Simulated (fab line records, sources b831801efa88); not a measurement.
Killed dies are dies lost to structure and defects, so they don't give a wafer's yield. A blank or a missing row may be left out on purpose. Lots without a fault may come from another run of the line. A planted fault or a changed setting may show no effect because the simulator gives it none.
fab line records | flow sky130
record lots=6 wafers=18 last_day=50
route steps=708 shown FIELD_ISO@17 NWELL@32 DNWELL@35 PWDE@45 SALICIDE@361 PAD_OPEN@708
lots that met no fault: from a run of the same line without faults
start_h: hours from the record's first day to the start of the lot's first wafer shown | wait_h: hours since the lot's step before | " the same as in the row above | L1.1+2: a row that stands for several wafers | - no value, or no start given | * or withheld: withheld | < > ~ a bound
route shown NAME@n: a module of which the file shows steps, and the number in the route of the first | usual: mean/standard deviation of fault-free wafers | same: alike in all rows | chamber/n: place in a boat | sites: the reading at each site | _std_site: their standard deviation | _edge_site: outer sites' mean less inner sites' | radius_mm: how far each site lies from the wafer's centre | mask NAME#n: copy n | behind: the tool/chamber that last shaped the wafer | hold: why the lot was held/for how many hours/how that ended | device: the transistor (n, p or np) that didn't switch | end of line: the same wafers' tests at the end of the route | a step without rows: its recipe alone | killed: dies lost to structure and defects at the first sort, not the wafer's yield | map: a wafer's dies, x killed, . not, _ none there
set.NAME: the setting as run; set.NAME@STEP: as run at that earlier step | model.NAME: the simulator's own value behind a step, which no gauge read
lots at some steps of the route; a table a step, a row a wafer
services: from which hour (start_h, from the record's first day; less than 0 if before it) a tool's chamber was out of use, for how many hours, and why
## steps
# step SKY_FIELD_ISO_STRIP_16
# recipe chemistry=O2/N2 power_w=1400 pressure_mtorr=1500 platen_temp_c=withheld o2_flow_sccm=3000 n2_flow_sccm=300 overash_fraction=0.5
# usual drypump_motor_current_A=6.11/0.28 oes_product_au=0.378/0.0047 strip_time_to_endpoint_s=3.546/0.026
# columns lot.wafer tool chamber start_h wait_h drypump_motor_current_A oes_product_au rf_hours_counter_h strip_time_to_endpoint_s
L144.1 plasma_asher-03 0 35.23 0.0 5.65 0.370 36 3.481
L144.2 " 1 " " 6.33 0.370 36 3.504
L144.6 " 1 " " 6.32 0.371 - 3.523
L148.1 plasma_asher-02 1 55.46 0.0 6.17 0.381 21 3.587
L148.3 " 1 " " 6.19 0.376 - 3.570
L148.4 " 0 " " 5.86 0.376 - 3.536
L151.2 plasma_asher-03 1 69.26 0.0 6.35 0.374 39 3.600
L151.3 " 1 " " 6.38 0.380 - 3.557
L151.5 " 1 " " 6.36 0.378 - 3.542
L153.4 plasma_asher-03 1 80.70 0.1 6.35 0.368 - 3.564
L153.5 " 0 " " 5.62 0.378 - 3.511
L153.6 " 1 " " 6.35 0.375 - 3.570
L160.2 plasma_asher-02 1 123.20 0.0 6.18 0.373 28 3.479
L160.4 " 1 " " 6.16 0.380 - 3.500
L160.6 " 0 " " 5.82 0.388 - 3.537
L165.2 plasma_asher-01 1 142.12 0.0 6.36 0.381 2 3.554
L165.3 " 0 " " 6.29 0.383 - 3.563
L165.4 " 1 " " 6.41 0.383 - 3.613
# step SKY_FIELD_ISO_ETCH_17
# recipe target_depth_a=3420 mask_material=Si3N4 chemistry=HBr/Cl2/O2 target=Si taper_deg=5 icp_w=600 bias_w=150 pressure_mtorr=15 HBr_flow_sccm=150 Cl2_flow_sccm=40 O2_flow_sccm=6 time_s=97.7
# usual O2_flow_sccm=6.001/0.018 drypump_motor_current_A=5.5/0.52 oes_product_au=0.994/0.0078 throttle_valve_pct=25.660/0.0097
# columns lot.wafer tool chamber start_h wait_h O2_flow_sccm drypump_motor_current_A oes_product_au rf_hours_counter_h throttle_valve_pct
L144.1 rie_si-02 1 35.33 0.1 5.993 5.1 1.002 51 25.630
L144.2 " 2 " " 6.006 5.6 0.977 155 25.657
L144.6 " 2 " " 6.029 5.6 0.986 - 25.657
L148.1 rie_si-02 1 55.56 0.1 6.000 5.1 0.999 51 25.657
L148.3 " 3 " " 6.014 6.4 0.979 57 25.670
L148.4 " 2 " " 5.967 5.6 0.994 156 25.666
L151.2 rie_si-01 3 69.36 0.1 6.012 5.0 0.985 29 25.656
L151.3 " 1 " " 5.995 5.4 1.000 111 25.657
L151.5 " 1 " " 5.965 5.3 1.005 - 25.655
L153.4 rie_si-02 2 80.77 0.0 5.990 5.6 1.005 0 25.661
L153.5 " 1 " " 5.996 5.0 0.985 - 25.664
L153.6 " 2 " " 6.008 5.6 0.989 - 25.659
L160.2 rie_si-01 0 123.30 0.1 6.040 5.1 0.992 5 25.669
L160.4 " 3 " " 6.001 5.0 0.984 29 25.665
L160.6 " 0 " " 5.989 5.1 0.993 - 25.666
L165.2 rie_si-01 2 142.22 0.1 5.990 6.6 1.002 96 25.671
L165.3 " 3 " " 6.012 5.0 0.983 30 25.660
L165.4 " 0 " " 5.996 5.1 0.992 5 25.657
# step SKY_FIELD_ISO_WET_ETCH_18
# recipe chemistry=H3PO4 target_depth_nm=25 temp_c=160 target=Si3N4 time_s=286
# step SKY_FIELD_ISO_CLEAN_19
# recipe chemistry=SC1/SC2 mix=1:4:20 temp_c=70 time_s=150
# step SKY_FIELD_ISO_CLEAN_20
# recipe chemistry=dHF time_s=20 dilution=100:1
# step SKY_FIELD_ISO_WET_ETCH_21
# recipe chemistry=dHF dilution=100:1 target_depth_nm=20 dry=ipa_marangoni target=SiO2 temp_c=25 time_s=400
# step SKY_FIELD_ISO_OXIDATION_22
# recipe temp_c=950 ambient=O2 stabilise_s=600 purge_s=300 target_thk_a=100 ox_time_s=623
# step SKY_FIELD_ISO_THK_MEAS_23
# recipe reads=SiO2_of_FIELD_ISO_OXIDATION_22
# usual FIELD_ISO_OXIDATION_01_THK=9.93/0.2
# columns lot.wafer tool chamber start_h wait_h FIELD_ISO_OXIDATION_01_THK[nm]
L144.1 film_metro-04 - 37.97 0.0 10.36
L144.2 " - " " 10.21
L144.6 " - " " 10.34
L148.1 film_metro-04 - 59.35 0.0 10.08
L148.3 " - " " 10.14
L148.4 " - " " 9.96
L151.2 film_metro-03 - 70.88 0.0 10.21
L151.3 " - " " 10.14
L151.5 " - " " 10.34
L153.4 film_metro-02 - 83.02 0.0 9.80
L153.5 " - " " 9.60
L153.6 " - " " 9.62
L160.2 film_metro-02 - 124.88 0.0 9.54
L160.4 " - " " 9.53
L160.6 " - " " 9.58
L165.2 film_metro-03 - 144.98 0.0 10.06
L165.3 " - " " 10.05
L165.4 " - " " 10.05
# step SKY_FIELD_ISO_CVD_24
# recipe material=SiO2 target_thk_nm=595 temp_c=650 sigma_open_frac=0.3 time_s=99.2 sih4_flow_sccm=60 pressure_mtorr=6
# step SKY_FIELD_ISO_THK_MEAS_25
# recipe reads=SiO2_of_FIELD_ISO_CVD_24
# usual FIELD_ISO_CVD_24_THK=596/6.3
# columns lot.wafer tool chamber start_h wait_h FIELD_ISO_CVD_24_THK[nm]
L144.1 film_metro-02 - 38.11 0.0 591
L144.2 " - " " 595
L144.6 " - " " 607
L148.1 film_metro-04 - 59.48 0.0 603
L148.3 " - " " 597
L148.4 " - " " 599
L151.2 film_metro-02 - 71.02 0.0 597
L151.3 " - " " 599
L151.5 " - " " 594
L153.4 film_metro-03 - 83.15 0.0 611
L153.5 " - " " 607
L153.6 " - " " 589
L160.2 film_metro-04 - 125.01 0.0 600
L160.4 " - " " 601
L160.6 " - " " 597
L165.2 film_metro-04 - 145.12 0.0 581
L165.3 " - " " 602
L165.4 " - " " 600
# step SKY_FIELD_ISO_ANNEAL_26
# recipe temp_c=1000 time_s=1800 ambient=N2
# step SKY_FIELD_ISO_CMP_27
# recipe stop_on=Si3N4 t_overpolish_s=16 down_force_psi=4 platen_rpm=60 target_thk_nm=457.8 pad_velocity_m_s=0.94248
# usual motor_current_A=13.0/1.1 overpolish_run_s=16.001/0.0092 slurry_flow_ml_min=149.9/0.46 time_to_endpoint_s=110/4.7
# columns lot.wafer tool chamber start_h wait_h motor_current_A overpolish_run_s slurry_flow_ml_min time_to_endpoint_s
L144.1 cmp-02 0 39.67 0.0 14.8 15.998 149.8 102
L144.2 " 2 " " 12.1 16.001 149.7 112
L144.6 " 0 " " 14.4 16.006 149.2 102
L148.3 cmp-01 1 61.04 0.0 14.1 15.989 149.9 115
L148.4 " 2 " " 12.9 16.011 150.2 115
L148.1 " 3 " " 11.3 15.999 149.9 111
L151.2 cmp-01 1 73.25 0.1 13.7 15.989 149.6 107
L151.3 " 2 " " 13.0 15.984 150.0 112
L151.5 " 1 " " 13.6 16.015 149.0 110
L153.4 cmp-01 2 85.34 0.3 13.4 15.991 149.7 118
L153.6 " 0 " " 13.9 15.987 149.7 102
L153.5 " 1 " " 13.9 15.995 149.5 117
L160.4 cmp-02 0 128.12 1.0 14.4 16.001 150.4 102
L160.2 " 1 " " 13.0 16.012 149.8 110
L160.6 " 2 " " 11.1 15.977 150.9 111
L165.3 cmp-01 0 148.47 0.0 13.9 15.995 150.1 109
L165.2 " 1 " " 13.8 16.007 150.7 108
L165.4 " 3 " " 12.0 16.013 150.4 112
# step SKY_FIELD_ISO_WET_ETCH_28
# recipe chemistry=dHF target_depth_nm=23.7 target=SiO2 dilution=10:1 temp_c=25 time_s=47
# usual bath_heat_duty_pct=6.6/0.81 temp_c=24.98/0.11
# columns lot.wafer tool chamber start_h wait_h bath_heat_duty_pct temp_c model.SiO2_of_FIELD_ISO_CVD_24.thk_nm
L144.1 wet_bench-04 1 39.97 0.2 6.9 25.07 432.1
L144.2 " 1 " " 6.0 24.97 433.9
L144.6 " 1 " " 6.7 25.05 430.8
L148.1 wet_bench-03 3 61.34 0.1 6.6 24.97 434
L148.3 " 3 " " 5.8 25.12 433.1
L148.4 " 3 " " 7.2 24.84 433.4
L151.2 wet_bench-03 1 73.50 0.2 25.2 35.60 421.8
L151.3 " 1 " " 26.4 35.42 422.6
L151.5 " 1 " " 28.0 35.63 421.4
L153.4 wet_bench-03 1 85.54 0.1 25.4 35.64 423.9
L153.5 " 1 " " 26.0 35.70 423.3
L153.6 " 1 " " 27.3 35.76 421.3
L160.2 wet_bench-04 1 128.67 0.4 6.9 24.97 433.9
L160.4 " 1 " " 6.4 25.01 431.4
L160.6 " 1 " " 6.3 24.85 434.4
L165.2 wet_bench-04 3 148.77 0.2 6.6 24.97 435
L165.3 " 3 " " 6.1 25.00 433.7
L165.4 " 3 " " 5.8 24.89 435.5
# step SKY_FIELD_ISO_WET_ETCH_29
# recipe chemistry=H3PO4 target_depth_nm=160 target=Si3N4 temp_c=160 time_s=1825
# step SKY_FIELD_ISO_WET_ETCH_30
# recipe chemistry=dHF target_depth_nm=25 target=SiO2 dilution=10:1 temp_c=25 time_s=50
# step SKY_NWELL_CLEAN_00
# recipe chemistry=SC1/SC2 mix=1:4:20 temp_c=70 time_s=150 dry=n2_spin
# step SKY_NWELL_OXIDATION_01
# recipe temp_c=900 ambient=O2 stabilise_s=600 purge_s=300 target_thk_a=100 ox_time_s=1418
# step SKY_NWELL_THK_MEAS_02
# recipe reads=SiO2_of_NWELL_OXIDATION_01
# usual NWELL_OXIDATION_THK=9.85/0.2
# columns lot.wafer tool chamber start_h wait_h NWELL_OXIDATION_THK[nm]
L144.1 film_metro-04 - 43.22 0.0 9.95
L144.2 " - " " 9.76
L144.6 " - " " 9.88
L148.1 film_metro-04 - 64.58 0.0 9.96
L148.3 " - " " 9.86
L148.4 " - " " 10.00
L151.2 film_metro-04 - 75.95 0.0 9.97
L151.3 " - " " 9.98
L151.5 " - " " 9.95
L153.4 film_metro-02 - 88.04 0.0 10.09
L153.5 " - " " 9.91
L153.6 " - " " 9.94
L160.2 film_metro-04 - 131.60 0.0 9.82
L160.4 " - " " 9.88
L160.6 " - " " 9.77
L165.2 film_metro-04 - 152.75 0.0 9.64
L165.3 " - " " 9.79
L165.4 " - " " 9.85
# step SKY_DNWELL_DEHYDRATE_00
# recipe temp_c=200 time_s=60
# step SKY_DNWELL_HMDS_01
# recipe prime_time_s=60 prime_temp_c=120
# step SKY_DNWELL_COAT_02
# recipe spin_rpm=2000 resist_thk_nm=3000
# step SKY_DNWELL_SOFTBAKE_03
# recipe temp_c=110 time_s=withheld
# step SKY_DNWELL_EXPOSE_04
# recipe mask_id=DNM na=0.57 target_cd_nm=3000 dose_mj=222
# step SKY_DNWELL_PEB_05
# recipe temp_c=115 time_s=withheld
# step SKY_DNWELL_DEVELOP_06
# recipe wall_angle_deg=90 developer=TMAH develop_time_s=60 dev_temp_c=23
# step SKY_DNWELL_IMPLANT_07
# recipe species=P energy_kev=withheld dose_cm2=withheld tilt_deg=withheld
# step SKY_DNWELL_STRIP_08
# recipe chemistry=O2/N2 power_w=1400 pressure_mtorr=1500 platen_temp_c=withheld o2_flow_sccm=3000 n2_flow_sccm=300 overash_fraction=0.5
# usual drypump_motor_current_A=6.0/0.56 oes_product_au=0.722/0.0046 strip_time_to_endpoint_s=36.97/0.11
# columns lot.wafer tool chamber start_h wait_h drypump_motor_current_A oes_product_au rf_hours_counter_h strip_time_to_endpoint_s
L144.1 plasma_asher-03 0 58.34 0.1 5.7 0.731 38 36.83
L144.2 " 1 " " 6.4 0.724 38 36.89
L144.6 " 0 " " 5.7 0.721 - 36.88
L148.1 plasma_asher-01 0 80.94 0.1 6.3 0.720 41 36.91
L148.3 " 1 " " 6.4 0.718 - 36.94
L148.4 " 0 " " 6.3 0.725 - 37.02
L151.2 plasma_asher-03 1 91.01 0.1 6.3 0.728 42 36.99
L151.3 " 0 " " 5.7 0.729 - 36.98
L151.5 " 0 " " 5.7 0.716 - 37.06
L153.4 plasma_asher-03 0 102.77 0.1 5.6 0.722 - 37.09
L153.5 " 0 " " 5.7 0.717 - 37.00
L153.6 " 1 " " 6.3 0.718 - 36.99
L160.2 plasma_asher-04 1 150.79 0.1 6.8 0.718 48 36.96
L160.4 " 1 " " 6.7 0.714 - 36.92
L160.6 " 1 " " 6.7 0.725 - 36.94
L165.2 plasma_asher-04 0 173.34 0.1 5.2 0.721 50 36.91
L165.3 " 0 " " 5.2 0.725 - 37.01
L165.4 " 1 " " 6.8 0.724 - 36.78
# step SKY_DNWELL_TW_MEAS_09
# usual DNWELL_TW=1125/15
# columns lot.wafer tool chamber start_h wait_h DNWELL_TW
L144.1 film_metro-01 - 58.44 0.1 1120
L144.2 " - " " 1122
L144.6 " - " " 1119
L148.1 film_metro-01 - 81.04 0.1 1103
L148.3 " - " " 1115
L148.4 " - " " 1106
L151.2 film_metro-02 - 91.12 0.1 1115
L151.3 " - " " 1111
L151.5 " - " " 1119
L153.4 film_metro-01 - 102.87 0.1 1107
L153.5 " - " " 1110
L153.6 " - " " 1103
L160.2 film_metro-04 - 150.90 0.1 1149
L160.4 " - " " 1146
L160.6 " - " " 1144
L165.2 film_metro-04 - 173.45 0.1 1151
L165.3 " - " " 1143
L165.4 " - " " 1145
# step SKY_PWDE_DEHYDRATE_00
# recipe temp_c=200 time_s=60
# step SKY_PWDE_HMDS_01
# recipe prime_time_s=60 prime_temp_c=120
# step SKY_PWDE_COAT_02
# recipe spin_rpm=2000 resist_thk_nm=3000
# step SKY_PWDE_SOFTBAKE_03
# recipe temp_c=110 time_s=withheld
# step SKY_PWDE_EXPOSE_04
# recipe mask_id=PWDEM na=0.6 source_shape=conventional sigma_outer=0.6 polarization=unpolarized target_cd_nm=840 dose_mj=214
# step SKY_PWDE_PEB_05
# recipe temp_c=115 time_s=withheld
# step SKY_PWDE_DEVELOP_06
# recipe wall_angle_deg=90 developer=TMAH develop_time_s=60 dev_temp_c=23
# step SKY_PWDE_OVL_MEAS_07
# usual PWDE_OVL=1.5/1.3
# columns lot.wafer tool chamber start_h wait_h PWDE_OVL[nm]
L144.1 overlay-01 - 73.94 - 3.2
L144.2 " - " " 2.5
L144.6 " - " " 4.8
L148.1 overlay-02 - 96.49 - 2.4
L148.3 " - " " 4.1
L148.4 " - " " 3.4
L151.2 overlay-02 - 105.44 - 0.1
L151.3 " - " " 1.9
L151.5 " - " " 0.9
L153.4 overlay-01 - 120.95 - 2.1
L153.5 " - " " 0.4
L153.6 " - " " 1.7
L160.2 overlay-01 - 170.35 - -0.1
L160.4 " - " " 0.5
L160.6 " - " " -0.6
L165.2 overlay-02 - 194.50 - 0.1
L165.3 " - " " 1.0
L165.4 " - " " 0.0
# step SKY_PWDE_IMPLANT_08
# recipe species=B energy_kev=150 dose_cm2=3.6e+12 tilt_deg=withheld
# step SKY_PWDE_STRIP_09
# recipe chemistry=O2/N2 power_w=1400 pressure_mtorr=1500 platen_temp_c=withheld o2_flow_sccm=3000 n2_flow_sccm=300 overash_fraction=0.5
# usual drypump_motor_current_A=6.0/0.52 oes_product_au=0.722/0.0044 strip_time_to_endpoint_s=36.94/0.11
# columns lot.wafer tool chamber start_h wait_h drypump_motor_current_A oes_product_au rf_hours_counter_h strip_time_to_endpoint_s
L144.1 plasma_asher-04 0 74.13 0.1 5.2 0.718 40 36.83
L144.2 " 1 " " 6.7 0.723 40 36.84
L144.6 " 1 " " 6.8 0.719 - 36.81
L148.1 plasma_asher-03 0 96.67 0.1 5.7 0.717 42 36.87
L148.3 " 1 " " 6.3 0.724 - 37.19
L148.4 " 0 " " 5.7 0.726 - 37.07
L151.2 plasma_asher-02 0 105.62 0.1 5.8 0.723 26 36.97
L151.3 " 1 " " 6.2 0.719 - 36.99
L151.5 " 0 " " 5.8 0.720 - 36.91
L153.4 plasma_asher-03 0 121.16 0.1 5.7 0.726 - 36.98
L153.5 " 0 " " 5.6 0.723 - 36.88
L153.6 " 1 " " 6.3 0.719 - 36.93
L160.2 plasma_asher-03 1 170.53 0.1 6.3 0.728 50 36.87
L160.4 " 0 " " 5.7 0.723 - 37.02
L160.6 " 1 " " 6.3 0.728 - 37.05
L165.2 plasma_asher-02 0 194.68 0.1 5.8 0.726 34 36.86
L165.3 " 1 " " 6.2 0.716 - 36.98
L165.4 " 0 " " 5.8 0.726 - 37.02
# step SKY_PWDE_TW_MEAS_10
# usual PWDE_TW=378/5.4
# columns lot.wafer tool chamber start_h wait_h PWDE_TW
L144.1 film_metro-04 - 74.23 0.1 385
L144.2 " - " " 382
L144.6 " - " " 384
L148.1 film_metro-04 - 96.77 0.1 389
L148.3 " - " " 384
L148.4 " - " " 386
L151.2 film_metro-04 - 105.73 0.1 385
L151.3 " - " " 385
L151.5 " - " " 385
L153.4 film_metro-02 - 121.25 0.1 372
L153.5 " - " " 372
L153.6 " - " " 374
L160.2 film_metro-02 - 170.64 0.1 374
L160.4 " - " " 373
L160.6 " - " " 372
L165.2 film_metro-04 - 194.79 0.1 383
L165.3 " - " " 382
L165.4 " - " " 380
# step SKY_NWELL_DEHYDRATE_03
# recipe temp_c=200 time_s=60
# step SKY_NWELL_HMDS_04
# recipe prime_time_s=60 prime_temp_c=120
# step SKY_NWELL_COAT_05
# recipe spin_rpm=2000 resist_thk_nm=3000
# step SKY_SALICIDE_CLEAN_00
# recipe chemistry=HF-last time_s=30 dilution=100:1 dry=ipa_marangoni
# columns lot.wafer tool chamber start_h wait_h model.SiO2_of_FIELD_ISO_CVD_24.thk_nm
L144.1 wet_bench-01 0 646.19 0.1 356.6
L144.2 " 0 " " 358.2
L144.6 " 0 " " 355.1
L148.1 wet_bench-01 1 680.99 0.1 358.7
L148.3 " 1 " " 357.8
L148.4 " 1 " " 358.2
L151.2 wet_bench-04 2 704.87 0.1 346.5
L151.3 " 2 " " 347.1
L151.5 " 2 " " 345.9
L153.4 wet_bench-02 3 725.80 0.0 348.7
L153.5 " 3 " " 347.9
L153.6 " 3 " " 346.1
L160.2 wet_bench-02 0 798.59 0.1 359.2
L160.4 " 0 " " 356.7
L160.6 " 0 " " 359.8
L165.2 wet_bench-02 0 823.98 0.1 359.5
L165.3 " 0 " " 358.3
L165.4 " 0 " " 359.8
# step SKY_PAD_OPEN_PROBE_99
# usual killed_at_M0_to_M3=43/7.3 killed_at_M4_up=3.4/1.7 killed_at_contacts=24/4.5 killed_at_front_end=16/4.4 killed_at_other=0.2/0.51 killed_dies=86/9.7 killed_open=46/6.6 killed_short=39/7.1
# same gross_dies=492 killed_at_back_side=0
# columns lot.wafer tool chamber start_h wait_h killed_at_M0_to_M3 killed_at_M4_up killed_at_contacts killed_at_front_end killed_at_other killed_dies killed_open killed_short model.etest.pfet_16v.r_on_ohm_um model.etest.cap_li_to_poly.c_af_um2 model.etest.cap_poly_to_well.c_af_um2 model.etest.field_n.vt_v model.etest.sram_nfet_pass.off_log10_a_um
L144.1 prober-02 - 1077.55 0.1 48 4 19 10 0 81 45 36 1.532e+04 100.8 90.55 36.22 -12.78
L144.2 prober-02 - 1077.60 0.1 35 3 23 10 2 73 41 31 1.485e+04 100.8 91.78 35.63 -12.66
L144.6 prober-02 - 1077.80 0.2 49 2 27 16 0 94 55 39 1.48e+04 101.6 94.52 35.6 -12.94
L148.1 prober-01 - 1101.54 0.1 42 2 36 12 1 93 51 41 1.51e+04 100.4 91.44 36.18 -12.62
L148.3 prober-01 - 1101.64 0.2 49 3 18 17 0 87 52 35 1.466e+04 101.2 92.3 35.43 -12.5
L148.4 prober-01 - 1101.69 0.2 39 6 27 17 1 90 43 47 1.465e+04 101.7 92.33 35.12 -12.81
L153.4 prober-01 - 1130.06 0.2 32 4 22 12 1 71 46 24 1.506e+04 98.69 92.28 35.04 -12.2
L153.5 prober-01 - 1130.11 0.2 49 3 28 14 1 95 47 47 1.483e+04 96.83 96.74 34.69 -12.05
L153.6 prober-01 - 1130.16 0.2 42 2 26 18 0 88 56 32 1.486e+04 97.86 92.42 34.71 -12.04
L151.2 prober-01 - 1167.10 0.1 40 5 22 20 0 87 43 44 1.482e+04 93.14 92.91 33.62 -12.64
L151.3 prober-01 - 1167.15 0.2 46 5 19 16 0 86 34 51 1.489e+04 96.62 95.83 34.86 -12.39
L151.5 prober-01 - 1167.25 0.2 58 3 23 19 0 103 50 53 1.505e+04 95.91 95.86 34.92 -12.07
L160.2 prober-01 - 1183.08 0.1 32 4 27 18 1 82 46 36 1.499e+04 101.4 92.28 35.54 -12.66
L160.4 prober-01 - 1183.18 0.2 44 3 20 13 0 80 41 39 1.476e+04 101 92.39 34.68 -12.36
L160.6 prober-01 - 1183.28 0.2 29 4 23 15 0 71 49 22 1.51e+04 100.3 91.6 35.58 -12.78
L165.2 prober-01 - 1197.62 0.1 42 6 13 15 0 76 43 33 1.499e+04 99.14 93.44 36.02 -12.63
L165.3 prober-01 - 1197.67 0.2 42 7 23 12 1 85 41 44 1.489e+04 98.68 94.22 35.7 -12.68
L165.4 prober-01 - 1197.72 0.2 36 4 24 7 0 71 32 39 1.508e+04 99.33 90.79 35.83 -12.37
# killed by level:class
L144.1 VIA2:geometric_particle:open=10 METAL1:geometric_particle:short=8 CONTACT:geometric_particle:open=7 LOCAL_INTERCONNECT:geometric_particle:short=6 VIA1:geometric_particle:short=6 VIA3:geometric_particle:open=6 VIA1:geometric_particle:open=4 METAL1:geometric_particle:open=3
L144.2 VIA1:geometric_particle:open=10 CONTACT:geometric_particle:open=7 CONTACT:geometric_particle:short=5 METAL2:geometric_particle:short=5 LI_CONTACT:geometric_particle:open=4 METAL1:geometric_particle:short=4 METAL2:geometric_particle:open=4 POLY_GATE:geometric_particle:open=3
L144.6 VIA1:geometric_particle:open=15 CONTACT:geometric_particle:open=8 VIA3:geometric_particle:open=8 METAL1:geometric_particle:short=7 LI_CONTACT:geometric_particle:open=6 LOCAL_INTERCONNECT:geometric_particle:short=5 FIELD_ISO:geometric_particle:open=4 CONTACT:geometric_particle:short=4
L148.1 CONTACT:geometric_particle:open=20 VIA1:geometric_particle:open=9 METAL1:geometric_particle:short=9 POLY_GATE:geometric_particle:open=7 LOCAL_INTERCONNECT:geometric_particle:short=6 CONTACT:geometric_particle:short=5 LI_CONTACT:geometric_particle:open=4 VIA1:geometric_particle:short=4
L148.3 CONTACT:geometric_particle:open=11 VIA1:geometric_particle:open=11 FIELD_ISO:geometric_particle:open=8 VIA1:geometric_particle:short=7 FIELD_ISO:geometric_particle:short=5 VIA2:geometric_particle:open=5 VIA3:geometric_particle:open=5 METAL1:geometric_particle:short=4
L148.4 CONTACT:geometric_particle:open=11 VIA2:geometric_particle:open=7 VIA1:geometric_particle:open=6 CONTACT:geometric_particle:short=6 METAL1:geometric_particle:short=6 METAL4:geometric_particle:short=6 VIA1:geometric_particle:short=5 FIELD_ISO:geometric_particle:short=4
L153.4 CONTACT:geometric_particle:open=11 VIA1:geometric_particle:open=11 VIA3:geometric_particle:open=7 LI_CONTACT:geometric_particle:open=5 METAL4:geometric_particle:short=4 FIELD_ISO:geometric_particle:open=3 FIELD_ISO:geometric_particle:short=3 POLY_GATE:geometric_particle:open=3
L153.5 VIA1:geometric_particle:open=8 CONTACT:geometric_particle:open=8 METAL2:geometric_particle:short=8 LI_CONTACT:geometric_particle:open=7 VIA2:geometric_particle:open=7 CONTACT:geometric_particle:short=6 VIA3:geometric_particle:short=6 METAL1:geometric_particle:short=5
L153.6 CONTACT:geometric_particle:open=14 VIA1:geometric_particle:open=13 FIELD_ISO:geometric_particle:short=7 VIA2:geometric_particle:open=6 POLY_GATE:geometric_particle:open=4 SPACER:geometric_particle:open=4 LI_CONTACT:geometric_particle:open=4 LOCAL_INTERCONNECT:geometric_particle:short=4
L151.2 VIA1:geometric_particle:open=9 CONTACT:geometric_particle:open=8 LI_CONTACT:geometric_particle:short=6 VIA3:geometric_particle:open=6 POLY_GATE:geometric_particle:short=5 VIA2:geometric_particle:short=5 LI_CONTACT:geometric_particle:open=5 VIA3:geometric_particle:short=5
L151.3 METAL1:geometric_particle:short=10 CONTACT:geometric_particle:open=6 VIA2:geometric_particle:short=6 FIELD_ISO:geometric_particle:short=5 POLY_GATE:geometric_particle:short=5 LOCAL_INTERCONNECT:geometric_particle:short=5 VIA1:geometric_particle:open=5 VIA3:geometric_particle:open=5
L151.5 VIA1:geometric_particle:open=14 VIA1:geometric_particle:short=9 METAL1:geometric_particle:short=8 METAL2:geometric_particle:short=8 POLY_GATE:geometric_particle:open=6 VIA2:geometric_particle:open=6 CONTACT:geometric_particle:open=5 VIA2:geometric_particle:short=5
L160.2 CONTACT:geometric_particle:open=10 VIA1:geometric_particle:open=8 VIA2:geometric_particle:open=7 LI_CONTACT:geometric_particle:open=6 CONTACT:geometric_particle:short=6 POLY_GATE:geometric_particle:short=5 LOCAL_INTERCONNECT:geometric_particle:short=4 METAL1:geometric_particle:short=4
L160.4 VIA1:geometric_particle:open=9 VIA2:geometric_particle:open=8 METAL2:geometric_particle:short=6 CONTACT:geometric_particle:short=5 CONTACT:geometric_particle:open=5 VIA1:geometric_particle:short=5 VIA3:geometric_particle:open=4 FIELD_ISO:geometric_particle:short=3
L160.6 CONTACT:geometric_particle:open=11 VIA1:geometric_particle:open=9 LI_CONTACT:geometric_particle:open=7 VIA3:geometric_particle:open=5 FIELD_ISO:geometric_particle:short=4 FIELD_ISO:geometric_particle:open=4 METAL2:geometric_particle:short=4 POLY_GATE:geometric_particle:open=3
L165.2 POLY_GATE:geometric_particle:open=8 METAL1:geometric_particle:short=8 VIA3:geometric_particle:open=8 VIA1:geometric_particle:open=7 METAL2:geometric_particle:short=6 CONTACT:geometric_particle:open=4 CONTACT:geometric_particle:short=4 FIELD_ISO:geometric_particle:open=3
L165.3 METAL2:geometric_particle:short=12 VIA1:geometric_particle:open=11 LI_CONTACT:geometric_particle:open=8 METAL4:geometric_particle:short=7 CONTACT:geometric_particle:short=5 VIA2:geometric_particle:open=5 VIA3:geometric_particle:open=5 LI_CONTACT:geometric_particle:short=4
L165.4 VIA1:geometric_particle:open=7 LOCAL_INTERCONNECT:geometric_particle:short=7 METAL2:geometric_particle:short=7 CONTACT:geometric_particle:open=6 POLY_GATE:geometric_particle:short=5 VIA1:geometric_particle:short=5 VIA2:geometric_particle:open=5 LI_CONTACT:geometric_particle:short=4
## services
# columns tool chamber start_h hours kind
plasma_asher-02 - 23.68 14.6 pm
cmp-01 - 64.00 4.0 pm
cmp-01 - 96.76 3.8 repair
cmp-01 - 97.34 3.3 repair
cmp-01 - 99.95 2.9 repair
cmp-01 - 104.59 6.3 pm
plasma_asher-02 - 116.00 1.9 repair
plasma_asher-02 - 164.29 3.3 repair
cmp-01 - 173.74 3.1 pm
cmp-01 - 177.01 0.8 repair
cmp-01 - 234.47 1.2 repair
cmp-01 - 253.78 15.7 pm
plasma_asher-02 - 271.41 2.8 pm
plasma_asher-03 - 274.26 3.3 repair
cmp-01 - 300.12 1.9 repair
plasma_asher-03 - 321.76 4.3 pm
plasma_asher-03 - 344.81 0.4 repair
cmp-01 - 368.94 0.8 repair
plasma_asher-03 - 379.85 14.3 repair
cmp-01 - 398.46 2.6 repair
cmp-01 - 404.00 4.0 pm
plasma_asher-03 - 421.25 9.0 pm
plasma_asher-03 - 487.14 0.8 repair
plasma_asher-03 - 772.82 2.4 repair
## key
first_sign step=SKY_FIELD_ISO_WET_ETCH_28 reading=temp_c direction=up sigmas=99+ usual=* struck=*
effect step=SKY_FIELD_ISO_WET_ETCH_28 reading=bath_heat_duty_pct direction=up sigmas=24 usual=6.6 struck=26.4
model_effect step=SKY_FIELD_ISO_WET_ETCH_28 value=SiO2_of_FIELD_ISO_CVD_24.thk_nm without=434 struck=422.4
model_effect step=SKY_SALICIDE_CLEAN_00 value=SiO2_of_FIELD_ISO_CVD_24.thk_nm without=358.7 struck=347
model_effect step=SKY_PAD_OPEN_PROBE_99 value=etest.pfet_16v.r_on_ohm_um without=1.53e+04 struck=1.492e+04
met_at SKY_FIELD_ISO_WET_ETCH_28
struck_wafers L151.2,L151.3,L151.5,L153.4,L153.5,L153.6
tester_left_out L151,L153
onset_between 61.34 73.50
fault kind=process_parameter_drift tool=wet_bench-03 chamber=- onset_h=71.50 steps=SKY_FIELD_ISO_WET_ETCH_28 channel=temp_c offset=* shape=step end_h=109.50 acts_in=* stated=*
# tester_left_out: of these lots the tester's yield and bins aren't shown, on N5 and GAA mostly nor the transistor test; their killed dies are dies lost to structure and defects alone, not to doping, threshold or leakage, so they don't give the yield
